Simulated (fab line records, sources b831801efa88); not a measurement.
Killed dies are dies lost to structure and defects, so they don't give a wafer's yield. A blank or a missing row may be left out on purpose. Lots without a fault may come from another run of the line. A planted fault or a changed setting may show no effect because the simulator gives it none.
One fault seen from 2 desks | flow sky130 | each desk has only its own numbers; what lay behind them comes last

THE METROLOGY DESK
What the gauges read, lot by lot, whatever tool the lot ran on: means of the sampled wafers that have a number. A lot is out of limits, marked OUT, if its mean lies more than 4 standard deviations from the usual mean; the brackets give that distance.
Columns: A = NWELL_01_OVL at SKY_NWELL_OVL_MEAS_23, usual -0.5 nm; B = NWELL_RS at SKY_NWELL_RS_MEAS_29, usual 617.5 ohm/sq; C = VT_ADJUST_LVTN_OVL at SKY_VT_ADJUST_LVTN_OVL_MEAS_07, usual -0.8 nm
lot  | first seen here | A    | B     | C
L281 | day 5 08:21     | -1.2 | 617.4 | -1.4
L282 | day 5 20:56     | -1.9 | 614.6 | -0.4
L284 | day 6 04:45     | -2.7 | 619.7 | -0.1
L285 | day 6 09:08     | -2.1 | 616.2 | -2.5
L287 | day 6 15:11     | 0.1  | 615.9 | -1.8
L289 | day 7 06:42     | 1.6  | 616.8 | 0.5
L291 | day 7 17:27     | 0.3  | 618.6 | -1.3
L292 | day 7 23:54     | -1.1 | 619.7 | -0.0
L293 | day 8 06:29     | 1.7  | 617.2 | -2.5
L294 | day 8 12:39     | 0.8  | 618.3 | -0.9
L295 | day 8 19:32     | -2.4 | 617.1 | 1.1
L296 | day 9 01:41     | 0.3  | 618.6 | 0.7
L303 | day 10 23:50    | -0.0 | 618.7 | -2.2
L304 | day 11 02:32    | 3.9  | 615.6 | -0.3
This desk's finding: nothing out of limits on any of the 14 lots.

THE TOOL OWNER'S DESK: litho_track-02
The tool's own readings at SKY_VT_ADJUST_HVTR_SOFTBAKE_03 (time 60 s): means of the sampled wafers that have a number, for each lot that ran on this tool. A lot is out of limits, marked OUT, if its mean lies more than 4 standard deviations from the usual mean; the brackets give that distance.
Columns: A = run_length_s at SKY_VT_ADJUST_HVTR_SOFTBAKE_03, usual 89.11 s
lot  | first seen here | A
L284 | day 10 03:22    | 88.99
L285 | day 10 08:22    | 88.95
L289 | day 11 11:19    | 88.96
L291 | day 12 00:13    | 89.10
L295 | day 13 07:07    | 99.74 (+41) OUT
L296 | day 13 14:02    | 99.67 (+41) OUT
This desk's finding: out of limits on L295, L296; first on L295, day 13 07:07 (run_length_s at SKY_VT_ADJUST_HVTR_SOFTBAKE_03). In limits: L284, L285, L289, L291.

PUT TOGETHER
The tool owner's desk could have raised an alarm at day 13 07:07, on L295, L296.
The metrology desk saw nothing out of limits.
The metrology desk has L295, L296 on record, within its limits.
Of the lots named, all ran SKY_VT_ADJUST_HVTR_SOFTBAKE_03 on litho_track-02.

WHAT THE SIMULATOR HAD PUT IN
Process parameter drift: litho_track-02, from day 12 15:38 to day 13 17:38, at SKY_VT_ADJUST_HVTR_SOFTBAKE_03. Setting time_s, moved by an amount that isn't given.
Lots struck among those shown: L295, L296.
Hours from the fault's start to each desk's first reading out of limits: the tool owner's desk, 15.
